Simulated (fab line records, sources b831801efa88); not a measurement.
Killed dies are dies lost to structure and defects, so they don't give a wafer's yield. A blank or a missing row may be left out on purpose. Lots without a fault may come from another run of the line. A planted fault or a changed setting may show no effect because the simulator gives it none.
fab line records | flow gf180mcu
record lots=5 wafers=15 last_day=33
route steps=602 shown CONTACT@288 M1@315
lots that met no fault: from a run of the same line without faults
start_h: hours from the record's first day to the start of the lot's first wafer shown | wait_h: hours since the lot's step before | " the same as in the row above | L1.1+2: a row that stands for several wafers | - no value, or no start given | * or withheld: withheld | < > ~ a bound
route shown NAME@n: a module of which the file shows steps, and the number in the route of the first | usual: mean/standard deviation of fault-free wafers | same: alike in all rows | chamber/n: place in a boat | sites: the reading at each site | _std_site: their standard deviation | _edge_site: outer sites' mean less inner sites' | radius_mm: how far each site lies from the wafer's centre | mask NAME#n: copy n | behind: the tool/chamber that last shaped the wafer | hold: why the lot was held/for how many hours/how that ended | device: the transistor (n, p or np) that didn't switch | end of line: the same wafers' tests at the end of the route | a step without rows: its recipe alone | killed: dies lost to structure and defects at the first sort, not the wafer's yield | map: a wafer's dies, x killed, . not, _ none there
set.NAME: the setting as run; set.NAME@STEP: as run at that earlier step | model.NAME: the simulator's own value behind a step, which no gauge read
lots at some steps of the route; a table a step, a row a wafer
services: from which hour (start_h, from the record's first day; less than 0 if before it) a tool's chamber was out of use, for how many hours, and why
## steps
# step GF_CONTACT_THK_MEAS_01
# recipe reads=SiO2_of_CONTACT_CVD_00
# usual CONTACT_CVD_00_THK=300.0/2.6
# columns lot.wafer tool chamber start_h wait_h CONTACT_CVD_00_THK[nm]
L076.1 film_metro-04 - 360.29 0.0 295.9
L076.3 " - " " 299.0
L076.6 " - " " 297.1
L077.2 film_metro-01 - 367.25 0.0 304.4
L077.4 " - " " 300.6
L077.6 " - " " 301.9
L079.4 film_metro-01 - 386.83 0.0 299.5
L079.5 " - " " 300.9
L079.6 " - " " 296.5
L092.2 film_metro-03 - 499.80 0.1 294.3
L092.3 " - " " 299.5
L092.4 " - " " 296.8
L093.3 film_metro-01 - 511.26 0.0 297.7
L093.4 " - " " 295.8
L093.6 " - " " 296.5
# step GF_CONTACT_CVD_02
# recipe material=SiO2 target_thk_nm=860 precursor=TEOS temp_c=400 time_s=95.992 rf_w=600
# usual heater_power_w=624/68
# columns lot.wafer tool chamber start_h wait_h heater_power_w
L076.1 pecvd-04 0 360.35 0.1 610
L076.3 " 2 " " 664
L076.6 " 1 " " 497
L077.2 pecvd-04 2 367.30 0.0 706
L077.4 " 0 " " 752
L077.6 " 1 " " 627
L079.4 pecvd-01 2 386.90 0.1 594
L079.5 " 1 " " 608
L079.6 " 0 " " 606
L092.2 pecvd-01 2 499.85 0.0 645
L092.3 " 0 " " 610
L092.4 " 1 " " 507
L093.3 pecvd-01 0 511.30 0.0 541
L093.4 " 2 " " 664
L093.6 " 0 " " 599
# step GF_CONTACT_THK_MEAS_03
# recipe reads=SiO2_of_CONTACT_CVD_02
# usual CONTACT_CVD_02_THK=864/9.5
# columns lot.wafer tool chamber start_h wait_h CONTACT_CVD_02_THK[nm]
L076.1 film_metro-03 - 360.42 0.0 851
L076.3 " - " " 851
L076.6 " - " " 866
L077.2 film_metro-04 - 367.38 0.0 848
L077.4 " - " " 865
L077.6 " - " " 865
L079.4 film_metro-04 - 386.96 0.0 866
L079.5 " - " " 861
L079.6 " - " " 882
L092.2 film_metro-04 - 499.93 0.0 842
L092.3 " - " " 854
L092.4 " - " " 861
L093.3 film_metro-03 - 511.39 0.1 851
L093.4 " - " " 863
L093.6 " - " " 871
# step GF_CONTACT_CMP_04
# recipe material=SiO2 down_force_psi=4 platen_rpm=60 pad_velocity_m_s=0.94248
# usual motor_current_A=11.9/1.3 time_to_endpoint_s=113/6.4
# columns lot.wafer tool chamber start_h wait_h motor_current_A time_to_endpoint_s
L076.3 cmp-01 2 360.48 0.0 11.8 103
L076.1 " 0 " " 10.3 103
L076.6 " 2 " " 12.6 108
L077.4 cmp-01 1 367.48 0.1 11.4 112
L077.2 " 3 " " 14.0 107
L077.6 " 1 " " 11.1 112
L079.4 cmp-01 2 387.09 0.1 12.4 117
L079.5 " 0 " " 10.2 115
L079.6 " 1 " " 11.7 123
L092.4 cmp-02 1 499.98 0.0 13.1 110
L092.3 " 3 " " 9.9 110
L092.2 " 0 " " 11.4 102
L093.4 cmp-01 3 511.43 0.0 13.8 114
L093.3 " 0 " " 10.5 107
L093.6 " 0 " " 10.4 114
# step GF_CONTACT_BOW_MEAS_05
# recipe mode=bow
# usual CONTACT_BOW=66/7
# columns lot.wafer tool chamber start_h wait_h CONTACT_BOW[um]
L076.1 film_metro-04 - 360.78 0.1 48
L076.3 " - " " 65
L076.6 " - " " 67
L077.2 film_metro-03 - 367.75 0.1 57
L077.4 " - " " 71
L077.6 " - " " 61
L079.4 film_metro-03 - 387.35 0.2 69
L079.5 " - " " 66
L079.6 " - " " 57
L092.2 film_metro-01 - 500.34 0.2 65
L092.3 " - " " 62
L092.4 " - " " 69
L093.3 film_metro-04 - 511.77 0.2 60
L093.4 " - " " 62
L093.6 " - " " 53
# step GF_CONTACT_DEHYDRATE_06
# recipe temp_c=200 time_s=60
# columns lot.wafer tool chamber start_h wait_h
L076.1+3+6 litho_track-04 0 371.55 10.7
L077.2+4+6 litho_track-01 0 378.58 10.8
L079.4+5+6 litho_track-01 0 398.43 11.1
L092.2+3+4 litho_track-03 0 511.76 11.4
L093.3+4+6 litho_track-04 0 521.79 10.0
# step GF_CONTACT_HMDS_07
# recipe prime_time_s=60 prime_temp_c=120
# columns lot.wafer tool chamber start_h wait_h
L076.1+3+6 litho_track-04 0 371.70 0.1
L077.2+4+6 litho_track-01 0 378.73 0.1
L079.4+5+6 litho_track-01 0 398.58 0.1
L092.2+3+4 litho_track-03 0 511.91 0.1
L093.3+4+6 litho_track-04 0 521.94 0.1
# step GF_CONTACT_COAT_08
# recipe resist=BARC temp_c=withheld time_s=withheld spin_rpm=withheld resist_thk_nm=withheld
# columns lot.wafer tool chamber start_h wait_h
L076.1+3+6 litho_track-04 0 371.85 0.1
L077.2+4+6 litho_track-01 0 378.88 0.1
L079.4+5+6 litho_track-01 0 398.73 0.1
L092.2+3+4 litho_track-03 0 512.06 0.1
L093.3+4+6 litho_track-04 0 522.09 0.1
# step GF_CONTACT_COAT_09
# recipe resist=KrF spin_rpm=withheld resist_thk_nm=1000
# columns lot.wafer tool chamber start_h wait_h
L076.1+3+6 litho_track-04 0 - -
L077.2+4+6 litho_track-01 0 - -
L079.4+5+6 litho_track-01 0 - -
L092.2+3+4 litho_track-03 0 - -
L093.3+4+6 litho_track-04 0 - -
# step GF_CONTACT_SOFTBAKE_10
# recipe temp_c=130 time_s=60 resist=KrF
# columns lot.wafer tool chamber start_h wait_h
L076.1+3+6 litho_track-04 0 - -
L077.2+4+6 litho_track-01 0 - -
L079.4+5+6 litho_track-01 0 - -
L092.2+3+4 litho_track-03 0 - -
L093.3+4+6 litho_track-04 0 - -
# step GF_CONTACT_EXPOSE_11
# recipe mask_id=Contact target_cd_nm=220 na=0.68 source_shape=conventional sigma_outer=0.6 dose_mj=38
# columns lot.wafer tool chamber start_h wait_h mask
L076.1+3+6 krf_scanner-02 0 - - Contact#0
L077.2+4+6 krf_scanner-02 0 - - Contact#0
L079.4+5+6 krf_scanner-01 0 - - Contact#0
L092.2+3+4 krf_scanner-02 0 - - Contact#0
L093.3+4+6 krf_scanner-01 0 - - Contact#0
# step GF_CONTACT_PEB_12
# recipe peb_temp_c=135 peb_time_s=90 resist=KrF
# columns lot.wafer tool chamber start_h wait_h
L076.1+3+6 litho_track-03 0 - -
L077.2+4+6 litho_track-03 0 - -
L079.4+5+6 litho_track-03 0 - -
L092.2+3+4 litho_track-03 0 - -
L093.3+4+6 litho_track-01 0 - -
# step GF_CONTACT_DEVELOP_13
# recipe develop_time_s=60 resist=KrF dev_temp_c=21
# columns lot.wafer tool chamber start_h wait_h
L076.1+3+6 litho_track-03 0 383.34 0.2
L077.2+4+6 litho_track-03 0 390.51 0.2
L079.4+5+6 litho_track-03 0 411.06 0.1
L092.2+3+4 litho_track-03 0 523.66 0.2
L093.3+4+6 litho_track-01 0 534.35 0.1
# step GF_CONTACT_CD_MEAS_14
# recipe target_cd_nm=220
# usual cd_nm=219.7/1.5
# columns lot.wafer tool chamber start_h wait_h cd_nm
L076.1 cd_sem-02 - 383.49 0.1 218.5
L076.3 " - " " 218.8
L076.6 " - " " 218.7
L077.2 cd_sem-01 - 390.66 0.1 218.8
L077.4 " - " " 219.5
L077.6 " - " " 218.7
L079.4 cd_sem-01 - 411.20 0.1 215.6
L079.5 " - " " 215.3
L079.6 " - " " 216.9
L092.2 cd_sem-02 - 523.80 0.1 219.6
L092.3 " - " " 217.6
L092.4 " - " " 218.0
L093.3 cd_sem-01 - 534.49 0.1 219.4
L093.4 " - " " 219.2
L093.6 " - " " 219.8
# step GF_CONTACT_OVL_MEAS_15
# usual CONTACT_OVL=0/6.4
# columns lot.wafer tool chamber start_h wait_h CONTACT_OVL[nm]
L076.1 overlay-01 - 383.61 0.1 3
L076.3 " - " " 7
L076.6 " - " " 5
L077.2 overlay-02 - 390.76 0.1 8
L077.4 " - " " 12
L077.6 " - " " 9
L079.4 overlay-01 - 411.27 0.1 -7
L079.5 " - " " -5
L079.6 " - " " -6
L092.2 overlay-01 - 523.91 0.1 15
L092.3 " - " " 2
L092.4 " - " " 22
L093.3 overlay-02 - 534.58 0.1 -4
L093.4 " - " " 1
L093.6 " - " " 5
# step GF_CONTACT_ETCH_16
# recipe chemistry=N2/H2 target_depth_a=withheld overetch_a=withheld time_s=withheld target=BARC ion_energy_ev=200 source_w=500 bias_w=100 pressure_mtorr=30 n2_flow_sccm=100 h2_flow_sccm=200
# usual drypump_motor_current_A=5.7/0.5 oes_product_au=0.855/0.0047 throttle_valve_pct=13.225/0.0096
# columns lot.wafer tool chamber start_h wait_h drypump_motor_current_A oes_product_au throttle_valve_pct
L076.1 rie_diel-04 2 383.64 0.0 5.6 0.857 13.232
L076.3 " 1 " " 5.9 0.865 13.220
L076.6 " 1 " " 5.9 0.857 13.217
L077.2 rie_diel-03 3 390.79 0.0 5.1 0.849 13.225
L077.4 " 0 " " 4.8 0.849 13.226
L077.6 " 1 " " 5.7 0.862 13.208
L079.4 rie_diel-03 0 411.31 0.0 4.7 0.857 13.228
L079.5 " 2 " " 5.7 0.853 13.228
L079.6 " 1 " " 5.7 0.856 13.229
L092.2 rie_diel-01 1 523.94 0.0 5.3 0.851 13.227
L092.3 " 2 " " 5.8 0.859 13.220
L092.4 " 0 " " 6.6 0.851 13.231
L093.3 rie_diel-03 2 534.61 0.0 5.7 0.860 13.216
L093.4 " 0 " " 4.7 0.860 13.231
L093.6 " 0 " " 4.8 0.852 13.234
# step GF_CONTACT_ETCH_17
# recipe chemistry=C4F8/O2/Ar mask_material=KrF target=SiO2 stop_on=CoSi2 source_w=1500 bias_w=1200 pressure_mtorr=40 c4f8_flow_sccm=withheld O2_flow_sccm=6 Ar_flow_sccm=300 time_s=withheld target_depth_a=8600
# usual oes_product_au=0.815/0.0045
# columns lot.wafer tool chamber start_h wait_h oes_product_au
L076.1 rie_diel-04 2 - - 0.808
L076.3 " 1 " " 0.808
L076.6 " 1 " " 0.812
L077.2 rie_diel-03 3 - - 0.813
L077.4 " 0 " " 0.813
L077.6 " 1 " " 0.816
L079.4 rie_diel-03 0 - - 0.808
L079.5 " 2 " " 0.814
L079.6 " 1 " " 0.807
L092.2 rie_diel-01 1 - - 0.813
L092.3 " 2 " " 0.811
L092.4 " 0 " " 0.815
L093.3 rie_diel-03 2 - - 0.816
L093.4 " 0 " " 0.819
L093.6 " 0 " " 0.811
# step GF_CONTACT_STRIP_18
# recipe chemistry=O2/N2 power_w=1400 pressure_mtorr=1500 platen_temp_c=250 o2_flow_sccm=3000 n2_flow_sccm=300 overash_fraction=0.5
# usual drypump_motor_current_A=6.0/0.48 heater_power_w=312/24 oes_product_au=0.580/0.0045
# columns lot.wafer tool chamber start_h wait_h drypump_motor_current_A heater_power_w oes_product_au rf_hours_counter_h
L076.1 plasma_asher-01 0 383.81 - 6.8 310 0.583 26
L076.3 " 1 " " 6.5 304 0.577 -
L076.6 " 1 " " 6.6 297 0.582 -
L077.2 plasma_asher-04 1 390.96 - 5.8 269 0.583 74
L077.4 " 1 " " 5.8 272 0.581 -
L077.6 " 0 " " 5.4 329 0.573 -
L079.4 plasma_asher-04 1 411.49 - 5.8 268 0.577 -
L079.5 " 1 " " 5.8 272 0.586 -
L079.6 " 0 " " 5.4 317 0.582 -
L092.2 plasma_asher-04 1 524.10 - 5.8 278 0.573 10
L092.3 " 0 " " 5.3 337 0.578 -
L092.4 " 1 " " 5.8 276 0.580 -
L093.3 plasma_asher-03 0 534.80 - 6.0 343 0.572 -
L093.4 " 1 " " 6.1 328 0.580 -
L093.6 " 0 " " 6.0 341 0.583 -
# step GF_CONTACT_CLEAN_19
# recipe chemistry=SPM
# columns lot.wafer tool chamber start_h wait_h
L076.1+3+6 wet_bench-04 1 383.91 0.1
L077.2+4+6 wet_bench-04 2 391.06 0.1
L079.4+5+6 wet_bench-04 1 411.56 0.0
L092.2+3+4 wet_bench-04 2 524.20 0.1
L093.3+4+6 wet_bench-04 1 534.87 0.0
# step GF_CONTACT_CLEAN_20
# recipe chemistry=DIW
# columns lot.wafer tool chamber start_h wait_h
L076.1+3+6 wet_bench-02 2 384.00 0.0
L077.2+4+6 wet_bench-03 1 391.16 0.0
L079.4+5+6 wet_bench-02 1 411.66 0.0
L092.2+3+4 wet_bench-03 0 524.30 0.0
L093.3+4+6 wet_bench-03 0 534.96 0.0
# step GF_CONTACT_CLEAN_21
# recipe chemistry=dHF time_s=20 dilution=100:1 dry=ipa_marangoni
# columns lot.wafer tool chamber start_h wait_h
L076.1+3+6 wet_bench-03 2 384.09 0.0
L077.2+4+6 wet_bench-03 2 391.25 0.0
L079.4+5+6 wet_bench-04 0 411.76 0.0
L092.2+3+4 wet_bench-04 3 524.39 0.0
L093.3+4+6 wet_bench-02 2 535.05 0.0
# step GF_CONTACT_SPUTTER_22
# recipe material=Ti target_thk_nm=15 chamber_pressure_pa=5 power_w=2500 substrate_temp_c=200 time_s=80.02
# usual throttle_valve_pct=30.6/0.88
# columns lot.wafer tool chamber start_h wait_h throttle_valve_pct
L076.1 pvd_sputter-04 - 384.10 0.0 29.6
L076.3 " - " " 30.4
L076.6 " - " " 31.6
L077.2 pvd_sputter-03 - 391.26 0.0 30.5
L077.4 " - " " 28.9
L077.6 " - " " 30.2
L079.4 pvd_sputter-03 - 411.77 0.0 28.8
L079.5 " - " " 29.0
L079.6 " - " " 31.6
L092.2 pvd_sputter-01 - 524.40 0.0 30.6
L092.3 " - " " 30.4
L092.4 " - " " 30.9
L093.3 pvd_sputter-03 - 535.07 0.0 31.5
L093.4 " - " " 28.8
L093.6 " - " " 31.4
# step GF_CONTACT_SPUTTER_23
# recipe material=TiN target_thk_nm=10 chamber_pressure_pa=5 power_w=4000 time_s=40
# usual throttle_valve_pct=30.6/0.85
# columns lot.wafer tool chamber start_h wait_h throttle_valve_pct
L076.1 pvd_sputter-04 - 384.16 0.0 29.3
L076.3 " - " " 30.0
L076.6 " - " " 32.0
L077.2 pvd_sputter-03 - 391.32 0.0 30.5
L077.4 " - " " 28.9
L077.6 " - " " 30.5
L079.4 pvd_sputter-03 - 411.84 0.0 28.8
L079.5 " - " " 29.1
L079.6 " - " " 31.4
L092.2 pvd_sputter-01 - 524.46 0.0 30.7
L092.3 " - " " 30.2
L092.4 " - " " 31.2
L093.3 pvd_sputter-03 - 535.13 0.0 31.4
L093.4 " - " " 28.9
L093.6 " - " " 31.5
# step GF_CONTACT_CVD_24
# recipe material=W target_thk_nm=300 time_s=90.339 temp_c=400 pressure_torr=40
# usual heater_power_w=809/79
# columns lot.wafer tool chamber start_h wait_h heater_power_w
L076.1 cvd_w-02 0 384.20 0.0 893
L076.3 " 0 " " 901
L076.6 " 1 " " 752
L077.2 cvd_w-02 1 391.36 0.0 749
L077.4 " 1 " " 735
L077.6 " 1 " " 751
L079.4 cvd_w-01 1 411.91 0.1 710
L079.5 " 0 " " 818
L079.6 " 1 " " 723
L092.2 cvd_w-01 1 524.50 0.0 699
L092.3 " 1 " " 706
L092.4 " 0 " " 833
L093.3 cvd_w-02 0 535.21 0.1 910
L093.4 " 1 " " 743
L093.6 " 0 " " 910
# step GF_CONTACT_RS_MEAS_25
# recipe thk_meas_gauge=four-point-probe reads=W_of_CONTACT_CVD_24+TiN_of_CONTACT_SPUTTER_23+Ti_of_CONTACT_SPUTTER_22
# usual CONTACT_W_RS=0.385/0.004
# columns lot.wafer tool chamber start_h wait_h CONTACT_W_RS[ohm/sq]
L076.1 film_metro-01 - 384.30 0.1 0.382
L076.3 " - " " 0.383
L076.6 " - " " 0.386
L077.2 film_metro-03 - 391.48 0.1 0.387
L077.4 " - " " 0.385
L077.6 " - " " 0.386
L079.4 film_metro-01 - 412.03 0.1 0.383
L079.5 " - " " 0.391
L079.6 " - " " 0.386
L092.2 film_metro-03 - 524.62 0.1 0.377
L092.3 " - " " 0.381
L092.4 " - " " 0.389
L093.3 film_metro-01 - 535.31 0.1 0.387
L093.4 " - " " 0.385
L093.6 " - " " 0.386
# step GF_CONTACT_THK_MEAS_26
# recipe thk_meas_gauge=xrf reads=W_of_CONTACT_CVD_24
# usual CONTACT_W_THK=293/3.6
# columns lot.wafer tool chamber start_h wait_h CONTACT_W_THK[nm]
L076.1 film_metro-01 - 384.42 0.1 294
L076.3 " - " " 295
L076.6 " - " " 293
L077.2 film_metro-03 - 391.59 0.1 295
L077.4 " - " " 294
L077.6 " - " " 294
L079.4 film_metro-01 - 412.12 0.1 295
L079.5 " - " " 287
L079.6 " - " " 293
L092.2 film_metro-03 - 524.73 0.1 300
L092.3 " - " " 297
L092.4 " - " " 292
L093.3 film_metro-01 - 535.41 0.1 290
L093.4 " - " " 292
L093.6 " - " " 292
# step GF_CONTACT_CMP_27
# recipe stop_on=SiO2 down_force_psi=3.5 platen_rpm=60 t_overpolish_s=15 target_thk_nm=0 pad_velocity_m_s=0.94248
# usual motor_current_A=11.0/1.3 overpolish_run_s=14.999/0.0095 time_to_endpoint_s=72.3/2.7
# columns lot.wafer tool chamber start_h wait_h motor_current_A overpolish_run_s time_to_endpoint_s
L076.1 cmp-01 2 384.65 0.2 11.8 15.007 73.3
L076.3 " 1 " " 10.6 15.006 73.4
L076.6 " 2 " " 11.8 14.998 73.7
L077.4 cmp-01 3 391.74 0.1 13.2 15.003 72.9
L077.2 " 0 " " 8.9 14.995 70.3
L077.6 " 1 " " 11.2 14.985 71.2
L079.4 cmp-02 1 412.25 0.1 12.5 15.016 69.8
L079.5 " 3 " " 9.5 15.005 70.9
L079.6 " 0 " " 10.9 14.989 70.8
L092.3 cmp-01 2 524.78 0.0 11.3 15.002 73.1
L092.2 " 3 " " 12.9 14.999 75.1
L092.4 " 0 " " 9.3 14.987 68.2
L093.4 cmp-01 1 535.50 0.1 11.1 14.993 72.4
L093.3 " 2 " " 11.3 15.004 66.9
L093.6 " 0 " " 9.9 14.997 68.3
# step GF_M1_SPUTTER_00
# recipe material=Ti target_thk_nm=37.5 arriving_ion_energy_ev=80 substrate_temp_c=200 chamber_pressure_pa=2 power_w=4000 time_s=150
# usual throttle_valve_pct=30.6/1.1
# columns lot.wafer tool chamber start_h wait_h throttle_valve_pct
L076.1 pvd_sputter-01 - 384.95 0.2 31.1
L076.3 " - " " 30.3
L076.6 " - " " 31.3
L077.2 pvd_sputter-01 - 391.94 0.1 31.3
L077.4 " - " " 31.2
L077.6 " - " " 30.5
L079.4 pvd_sputter-02 - 412.50 0.2 31.4
L079.5 " - " " 31.9
L079.6 " - " " 28.1
L092.2 pvd_sputter-03 - 525.08 0.2 30.4
L092.3 " - " " 31.7
L092.4 " - " " 29.0
L093.3 pvd_sputter-01 - 535.75 0.1 31.3
L093.4 " - " " 30.4
L093.6 " - " " 30.3
# step GF_M1_SPUTTER_01
# recipe material=TiN target_thk_nm=30 power_w=6500 time_s=25 chamber_pressure_pa=0.4
# usual throttle_valve_pct=30.6/1.1
# columns lot.wafer tool chamber start_h wait_h throttle_valve_pct
L076.1 pvd_sputter-01 - 385.05 0.1 31.2
L076.3 " - " " 30.4
L076.6 " - " " 30.9
L077.2 pvd_sputter-01 - 392.04 0.1 31.4
L077.4 " - " " 30.9
L077.6 " - " " 30.5
L079.4 pvd_sputter-02 - 412.57 0.0 31.4
L079.5 " - " " 32.1
L079.6 " - " " 27.9
L092.2 pvd_sputter-03 - 525.18 0.1 30.6
L092.3 " - " " 31.6
L092.4 " - " " 29.1
L093.3 pvd_sputter-01 - 535.85 0.1 31.3
L093.4 " - " " 30.2
L093.6 " - " " 30.7
# step GF_M1_SPUTTER_02
# recipe material=AlCu target_thk_nm=450 power_w=10600 time_s=23.9 chamber_pressure_pa=0.4
# usual throttle_valve_pct=30.6/1.1
# columns lot.wafer tool chamber start_h wait_h throttle_valve_pct
L076.1 pvd_sputter-01 - 385.08 0.0 30.9
L076.3 " - " " 30.4
L076.6 " - " " 31.1
L077.2 pvd_sputter-01 - 392.07 0.0 31.2
L077.4 " - " " 30.9
L077.6 " - " " 30.6
L079.4 pvd_sputter-02 - 412.60 0.0 31.0
L079.5 " - " " 31.7
L079.6 " - " " 27.9
L092.2 pvd_sputter-03 - 525.21 0.0 30.6
L092.3 " - " " 31.5
L092.4 " - " " 28.9
L093.3 pvd_sputter-01 - 535.89 0.0 31.3
L093.4 " - " " 30.1
L093.6 " - " " 30.9
# step GF_M1_SPUTTER_03
# recipe material=Ti target_thk_nm=10 substrate_temp_c=300 chamber_pressure_pa=0.3 power_w=3000 time_s=6.7
# usual throttle_valve_pct=30.6/1.1
# columns lot.wafer tool chamber start_h wait_h throttle_valve_pct
L076.1 pvd_sputter-01 - 385.11 0.0 31.3
L076.3 " - " " 30.3
L076.6 " - " " 31.0
L077.2 pvd_sputter-01 - 392.10 0.0 31.3
L077.4 " - " " 31.1
L077.6 " - " " 30.6
L079.4 pvd_sputter-02 - 412.63 0.0 31.0
L079.5 " - " " 32.1
L079.6 " - " " 28.0
L092.2 pvd_sputter-03 - 525.24 0.0 30.5
L092.3 " - " " 31.2
L092.4 " - " " 28.9
L093.3 pvd_sputter-01 - 535.92 0.0 31.3
L093.4 " - " " 30.3
L093.6 " - " " 30.2
# step GF_M1_SPUTTER_04
# recipe material=TiN target_thk_nm=50 power_w=6500 time_s=41.7 chamber_pressure_pa=0.4
# usual throttle_valve_pct=30.6/1.1
# columns lot.wafer tool chamber start_h wait_h throttle_valve_pct
L076.1 pvd_sputter-01 - 385.13 0.0 31.1
L076.3 " - " " 30.4
L076.6 " - " " 31.2
L077.2 pvd_sputter-01 - 392.12 0.0 31.3
L077.4 " - " " 30.8
L077.6 " - " " 30.3
L079.4 pvd_sputter-02 - 412.66 0.0 31.3
L079.5 " - " " 32.1
L079.6 " - " " 28.0
L092.2 pvd_sputter-03 - 525.26 0.0 30.6
L092.3 " - " " 31.9
L092.4 " - " " 29.2
L093.3 pvd_sputter-01 - 535.94 0.0 31.2
L093.4 " - " " 30.4
L093.6 " - " " 30.1
# step GF_M1_RS_MEAS_05
# recipe thk_meas_gauge=four-point-probe reads=TiN_of_M1_SPUTTER_04+Ti_of_M1_SPUTTER_03+AlCu_of_M1_SPUTTER_02+TiN_of_M1_SPUTTER_01+Ti_of_M1_SPUTTER_00
# usual M1_ALCU_RS=0.0693/0.00063
# columns lot.wafer tool chamber start_h wait_h M1_ALCU_RS[ohm/sq]
L076.1 film_metro-02 - 385.17 0.0 0.0701
L076.3 " - " " 0.0687
L076.6 " - " " 0.0697
L077.2 film_metro-01 - 392.18 0.0 0.0696
L077.4 " - " " 0.0702
L077.6 " - " " 0.0700
L079.4 film_metro-02 - 412.74 0.1 0.0690
L079.5 " - " " 0.0687
L079.6 " - " " 0.0687
L092.2 film_metro-02 - 525.32 0.0 0.0688
L092.3 " - " " 0.0688
L092.4 " - " " 0.0700
L093.3 film_metro-01 - 536.02 0.1 0.0682
L093.4 " - " " 0.0679
L093.6 " - " " 0.0677
# step GF_M1_THK_MEAS_06
# recipe thk_meas_gauge=xrf reads=AlCu_of_M1_SPUTTER_02
# usual M1_ALCU_THK=447/4.1
# columns lot.wafer tool chamber start_h wait_h M1_ALCU_THK[nm]
L076.1 film_metro-02 - 385.29 0.1 441
L076.3 " - " " 451
L076.6 " - " " 446
L077.2 film_metro-01 - 392.29 0.1 446
L077.4 " - " " 442
L077.6 " - " " 442
L079.4 film_metro-02 - 412.83 0.1 447
L079.5 " - " " 451
L079.6 " - " " 450
L092.2 film_metro-02 - 525.43 0.1 450
L092.3 " - " " 451
L092.4 " - " " 442
L093.3 film_metro-01 - 536.12 0.1 452
L093.4 " - " " 453
L093.6 " - " " 455
# step GF_M1_DEHYDRATE_07
# recipe temp_c=200 time_s=60
# columns lot.wafer tool chamber start_h wait_h
L076.1+3+6 litho_track-03 0 396.09 10.8
L077.2+4+6 litho_track-02 0 403.80 11.5
L079.4+5+6 litho_track-02 0 424.50 11.7
L092.2+3+4 litho_track-03 0 536.31 10.9
L093.3+4+6 litho_track-04 0 546.59 10.5
# step GF_M1_HMDS_08
# recipe prime_time_s=60 prime_temp_c=120
# columns lot.wafer tool chamber start_h wait_h
L076.1+3+6 litho_track-03 0 396.24 0.1
L077.2+4+6 litho_track-02 0 403.95 0.1
L079.4+5+6 litho_track-02 0 424.65 0.1
L092.2+3+4 litho_track-03 0 536.46 0.1
L093.3+4+6 litho_track-04 0 546.74 0.1
# step GF_M1_COAT_09
# recipe resist=KrF spin_rpm=withheld resist_thk_nm=1000
# columns lot.wafer tool chamber start_h wait_h
L076.1+3+6 litho_track-03 0 396.39 0.1
L077.2+4+6 litho_track-02 0 404.10 0.1
L079.4+5+6 litho_track-02 0 424.80 0.1
L092.2+3+4 litho_track-03 0 536.61 0.1
L093.3+4+6 litho_track-04 0 546.89 0.1
# step GF_M1_SOFTBAKE_10
# recipe temp_c=130 time_s=60 resist=KrF
# columns lot.wafer tool chamber start_h wait_h
L076.1+3+6 litho_track-03 0 396.54 0.1
L077.2+4+6 litho_track-02 0 404.25 0.1
L079.4+5+6 litho_track-02 0 424.95 0.1
L092.2+3+4 litho_track-03 0 536.76 0.1
L093.3+4+6 litho_track-04 0 547.04 0.1
# step GF_M1_EXPOSE_11
# recipe mask_id=Metal1 target_cd_nm=230 na=0.68 source_shape=conventional sigma_outer=0.6 dose_mj=28
# columns lot.wafer tool chamber start_h wait_h mask
L076.1+3+6 krf_scanner-02 0 - - Metal1#0
L077.2+4+6 krf_scanner-02 0 - - Metal1#0
L079.4+5+6 krf_scanner-02 0 - - Metal1#0
L092.2+3+4 krf_scanner-01 0 - - Metal1#0
L093.3+4+6 krf_scanner-02 0 - - Metal1#0
# step GF_M1_PEB_12
# recipe peb_temp_c=135 peb_time_s=90 resist=KrF
# columns lot.wafer tool chamber start_h wait_h
L076.1+3+6 litho_track-04 0 - -
L077.2+4+6 litho_track-03 0 - -
L079.4+5+6 litho_track-02 0 - -
L092.2+3+4 litho_track-04 0 - -
L093.3+4+6 litho_track-04 0 - -
# step GF_M1_DEVELOP_13
# recipe develop_time_s=60 dev_temp_c=21
# columns lot.wafer tool chamber start_h wait_h
L076.1+3+6 litho_track-04 0 408.19 0.2
L077.2+4+6 litho_track-03 0 415.81 0.2
L079.4+5+6 litho_track-02 0 436.95 0.1
L092.2+3+4 litho_track-04 0 547.67 0.2
L093.3+4+6 litho_track-04 0 559.04 0.1
# step GF_M1_CD_MEAS_14
# recipe target_cd_nm=230
# usual cd_nm=230.5/1.3
# columns lot.wafer tool chamber start_h wait_h cd_nm
L076.1 cd_sem-02 - 408.34 0.1 230.0
L076.3 " - " " 231.9
L076.6 " - " " 228.6
L077.2 cd_sem-01 - 415.96 0.1 230.9
L077.4 " - " " 231.5
L077.6 " - " " 230.9
L079.4 cd_sem-01 - 437.09 0.1 230.4
L079.5 " - " " 229.2
L079.6 " - " " 230.7
L092.2 cd_sem-02 - 547.81 0.1 230.3
L092.3 " - " " 229.8
L092.4 " - " " 231.0
L093.3 cd_sem-01 - 559.18 0.1 231.2
L093.4 " - " " 231.6
L093.6 " - " " 231.2
# step GF_M1_OVL_MEAS_15
# usual M1_OVL=-3/5.1
# columns lot.wafer tool chamber start_h wait_h M1_OVL[nm]
L076.1 overlay-02 - 408.46 0.1 3
L076.3 " - " " 1
L076.6 " - " " 4
L077.2 overlay-01 - 416.06 0.1 2
L077.4 " - " " 0
L077.6 " - " " 2
L079.4 overlay-02 - 437.16 0.1 -2
L079.5 " - " " -4
L079.6 " - " " -10
L092.2 overlay-01 - 547.92 0.1 -1
L092.3 " - " " -7
L092.4 " - " " -3
L093.3 overlay-02 - 559.27 0.1 -7
L093.4 " - " " -5
L093.6 " - " " 2
## services
# columns tool chamber start_h hours kind
pvd_sputter-03 - 337.30 0.8 repair
cmp-01 - 340.54 7.4 pm
rie_diel-03 - 348.50 4.4 repair
pvd_sputter-03 - 351.53 5.7 repair
krf_scanner-02 - 355.04 1.3 pm
krf_scanner-02 - 375.44 0.5 repair
rie_diel-03 2 376.62 2.6 repair
krf_scanner-02 - 380.54 1.0 pm
cmp-01 - 390.77 0.8 repair
pvd_sputter-03 - 395.51 1.7 repair
cmp-01 - 401.35 9.3 repair
rie_diel-03 0 421.66 8.4 repair
rie_diel-03 - 421.82 28.1 pm
krf_scanner-02 - 426.80 4.4 pm
wet_bench-04 - 432.89 1.3 repair
cmp-01 - 437.14 2.8 repair
krf_scanner-02 - 437.57 0.8 pm
krf_scanner-02 - 475.22 8.4 repair
rie_diel-03 0 478.92 26.2 repair
rie_diel-03 2 511.02 2.8 repair
cmp-01 - 519.34 0.7 repair
cmp-01 - 523.45 0.3 repair
krf_scanner-02 - 530.94 1.3 pm
krf_scanner-02 - 549.54 1.0 pm
## key
fault none
